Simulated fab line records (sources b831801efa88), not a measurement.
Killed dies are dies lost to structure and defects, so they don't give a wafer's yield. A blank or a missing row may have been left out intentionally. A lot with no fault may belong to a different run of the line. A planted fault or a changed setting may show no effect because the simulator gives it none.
A lot that was struck, set against a sound lot	flow sky130	35 steps out of a route of 708
Sound: wafers L656.2, L656.4, L656.5. Struck: wafers L647.2, L647.4, L647.5. At the end, the cause is stated.
For every step that has rows: the tool of each side, followed by ch and its chambers, followed by its first start. Under that, the readings that differ: sound wafers	struck wafers	difference of the means	sigmas: that difference in standard deviations of wafers without a fault.
alike: readings with means less than 2 such deviations apart, plus words and numbers identical on both sides. not compared: withheld readings, readings lacking a value on some wafer, bounds such as >300 that could conceal the same value, and numbers that have no deviation in the record and whose values overlap.
A row with sigmas, a row that says differs or no value, or rows on one side alone: a step with any of these is where the two part. Numbers that don't overlap but have no deviation are shown without sigmas and don't part them. A reading that every wafer of one side lacks parts them only if that side has two wafers or more.

first, 8 steps without rows for these wafers: SKY_SONOS_TUNNEL_EXPOSE_04 (exposes mask TUNM, target cd 410 nm); SKY_SONOS_TUNNEL_PEB_05; SKY_SONOS_TUNNEL_DEVELOP_06 (develop time 60 s); SKY_SONOS_TUNNEL_IMPLANT_09; SKY_SONOS_TUNNEL_WET_ETCH_10 (etches SiO2 in dHF, target depth 14 nm, time 280 s); SKY_SONOS_TUNNEL_STRIP_11 (strips in SPM, time 600 s); SKY_SONOS_TUNNEL_CLEAN_13 (cleans in dHF, time 20 s); SKY_SONOS_ONO_OXIDATION_00 (stabilise 600 s, purge 300 s, target thk 2.6 nm).
SKY_SONOS_ONO_CVD_02: deposits Si3N4 from DCS/NH3, target thk 10.5 nm, time 180 s.
  sound on lpcvd-02 ch 1, day 18 18:38; struck on lpcvd-02 ch 1, day 15 19:12
reading	sound	struck	difference	sigmas
model.Si3N4_of_SONOS_ONO_CVD_02.thkNm (nm)	10.66 10.6 10.51	11.47 11.48 11.52	+0.90	
  alike: pressureMtorr, spikeTcCentreC
SKY_SONOS_ONO_THK_MEAS_03:
  sound on filmMetro-02 at day 18 19:41; struck on filmMetro-01 at day 15 20:16
reading	sound	struck	difference	sigmas
SONOS_ONO_CVD_02_THK (nm)	10.65 10.62 10.50	11.48 11.54 11.54	+0.93	+8
then, 23 steps without rows for these wafers: SKY_SONOS_ONO_CVD_04 (deposits SiO2 from SiH4/N2O, target thk 5.7199 nm); SKY_SONOS_ONO_DEHYDRATE_06 (time 60 s); SKY_SONOS_ONO_HMDS_07 (prime time 60 s); SKY_SONOS_ONO_COAT_08 (resist thk 1140 nm); SKY_SONOS_ONO_SOFTBAKE_09 (time 60 s); SKY_SONOS_ONO_EXPOSE_10 (exposes mask ONOM, target cd 410 nm); SKY_SONOS_ONO_PEB_11; SKY_SONOS_ONO_DEVELOP_12 (develop time 60 s); SKY_SONOS_ONO_ETCH_15 (etches the open film in CHF3/O2, target depth 19.52 nm, time 7.8 s); SKY_SONOS_ONO_WET_ETCH_16 (etches SiO2 in dHF, target depth 14 nm, time 280 s); SKY_SONOS_ONO_STRIP_17 (strips in O2/N2); SKY_SONOS_ONO_WET_ETCH_18 (etches Si3N4 in H3PO4, target depth 15 nm, time 172 s); SKY_GATE_OXIDE_CLEAN_00 (cleans in SC1/SC2, time 150 s); SKY_GATE_OXIDE_OXIDATION_01 (stabilise 600 s, purge 300 s, target thk 10.268 nm); SKY_GATE_OXIDE_DEHYDRATE_03 (time 60 s); SKY_GATE_OXIDE_HMDS_04 (prime time 60 s); SKY_GATE_OXIDE_COAT_05 (resist thk 1140 nm); SKY_GATE_OXIDE_SOFTBAKE_06 (time 60 s); SKY_GATE_OXIDE_EXPOSE_07 (exposes mask LVOM, target cd 600 nm); SKY_GATE_OXIDE_PEB_08; SKY_GATE_OXIDE_DEVELOP_09 (develop time 60 s); SKY_GATE_OXIDE_IMPLANT_11; SKY_GATE_OXIDE_WET_ETCH_12 (etches SiO2 in dHF, target depth 16.8 nm, time 336 s).
-- the record jumps here: 23 days lie between the struck wafers' starts before and after (it left off in module GATE_OXIDE and takes up again in module VIA1, whose first step shown is number 472 of the route) --
SKY_VIA1_ETCH_14: etches BARC in N2/H2, stops on SiO2, time 45.9 s, target depth 60 nm.
  sound on rieDiel-02 ch 1,2, day 41 01:59; struck on rieDiel-01 ch 1,2,3, day 38 10:04
reading	sound	struck	difference	sigmas
model.VIA1.cdNm (nm)	151 150.4 151.9	146.7 146.9 146.2	-4.5	
  alike: drypumpMotorCurrentA, oesProductAu, throttleValvePct
  not compared: rfHoursCounterH
-- the record jumps here: 11 days lie between the struck wafers' starts before and after (it left off in module VIA1 and takes up again in module PAD_OPEN, whose first step shown is number 708 of the route) --
SKY_PAD_OPEN_PROBE_99:
  sound on prober-01 at day 51 03:45; struck on prober-02 at day 49 10:43
reading	sound	struck	difference	sigmas
model.etest.capOno.gateLog10ACm2	-8.152 -8.175 -8.138	-8.192 -8.369 -8.35	-0.149	
model.etest.capOno.toxAccNm (nm)	13.1 13.06 12.99	13.13 13.15 13.22	+0.12	
model.etest.sonosProgrammed.vtV (V)	1.444 1.403 1.411	1.323 1.286 1.281	-0.123	
  alike: killed_at_M0_to_M3, killed_at_M4_up, killedAtContacts, killedAtFrontEnd, killedAtOther, killedDies, killedOpen, killedShort
  not compared: model.etest.sonosErased.driveUaUm, model.etest.via1Chain.rcOhm, model.etest.capOno.gateBvV, model.etest.sonosErased.vtV, model.etest.sonosBaked.vtV

WHERE THEY PART
Within this record, at SKY_SONOS_ONO_THK_MEAS_03 only. Later steps at which nothing parts them and some readings are alike: SKY_VIA1_ETCH_14, SKY_PAD_OPEN_PROBE_99.

WHY: the cause the simulator had injected
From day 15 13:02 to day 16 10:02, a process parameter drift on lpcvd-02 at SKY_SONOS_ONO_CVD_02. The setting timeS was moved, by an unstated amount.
